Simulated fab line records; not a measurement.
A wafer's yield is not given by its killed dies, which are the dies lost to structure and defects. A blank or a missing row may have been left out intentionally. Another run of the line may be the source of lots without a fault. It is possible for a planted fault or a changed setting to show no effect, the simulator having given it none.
One fault seen from 2 desks | flow gf180mcu | every desk sees just its own numbers, and what lay behind them comes last

== AT THE METROLOGY DESK ==
Means of the sampled wafers that have a number, per lot and without regard to the tool the lot ran on: this is what the gauges read. Any lot whose mean is over 4 standard deviations away from the usual mean is out of limits and marked OUT; that distance is given in the brackets.
Columns: A = cd-nm at GF_STI_CD_MEAS_12, usual 219.6 nm; B = VT_IMPLANT_4_TW at GF_VT_IMPLANT_TW_MEAS_43, usual 684; C = PSD_RS at GF_PSD_RS_MEAS_15, usual 108.64 ohm/sq
lot  | first seen here | A     | B              | C
L604 | day 2 01:13     | 219.2 | 679            | 108.46
L607 | day 2 17:12     | 220.4 | 694            | 108.73
L608 | day 2 22:07     | 219.7 | 678            | 108.61
L609 | day 3 02:30     | 222.2 | 680            | 108.77
L610 | day 3 09:31     | 219.5 | 644 (-5.2) OUT | 108.47
L614 | day 4 04:23     | 220.2 | 656            | 108.64
L616 | day 4 15:52     | 220.0 | 682            | 108.52
L620 | day 5 12:34     | 219.9 | 680            | 108.59
L621 | day 5 17:26     | 218.3 | 682            | 108.65
L624 | day 6 09:27     | 220.7 | 676            | 108.95
L625 | day 6 13:08     | 218.8 | 693            | 108.48
L626 | day 6 19:45     | 219.0 | 679            | 108.88
L627 | day 6 23:40     | 216.7 | 695            | 108.19
Per this desk, out of limits: L610; the first was L610, day 9 06:14 (VT_IMPLANT_4_TW at GF_VT_IMPLANT_TW_MEAS_43). Within limits: L604, L607, L608, L609, L614, L616, L620, L621, L624, L625, L626, L627.

== FOR THE TOOL OWNER'S DESK: implanter-04 ==
The tool's own readings at GF_VT_IMPLANT_IMPLANT_41: means of the sampled wafers that have a number, for each lot that ran on this tool. Any lot whose mean is over 4 standard deviations away from the usual mean is out of limits and marked OUT; that distance is given in the brackets.
Columns: A = beam-energy-keV at GF_VT_IMPLANT_IMPLANT_41, usual 69.999
lot  | first seen here | A
L604 | day 7 12:43     | 70.004
L607 | day 8 12:12     | 69.993
L610 | day 9 05:59     | 57.874 (-99 or more) OUT
L614 | day 10 07:17    | 57.884 (-99 or more) OUT
L625 | day 13 08:31    | 70.025
This desk's verdict: out of limits on L610, L614, starting with L610 at day 9 05:59 (beam-energy-keV at GF_VT_IMPLANT_IMPLANT_41). Within limits: L604, L607, L625.

== BROUGHT TOGETHER ==
The tool owner's desk had the chance to raise an alarm at day 9 05:59 on L610, L614.
On L610, the metrology desk was in a position to raise an alarm at day 9 06:14.
The metrology desk holds a record of L614, inside its limits.
Every lot named ran GF_VT_IMPLANT_IMPLANT_41 on implanter-04.

== WHAT HAD BEEN PUT IN BY THE SIMULATOR ==
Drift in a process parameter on implanter-04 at GF_VT_IMPLANT_IMPLANT_41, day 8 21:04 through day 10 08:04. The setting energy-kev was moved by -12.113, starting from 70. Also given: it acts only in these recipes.
Struck lots among those shown: L610, L614.
Fault start to first reading out of limits, in hours, per desk: tool owner, 9; metrology, 9.
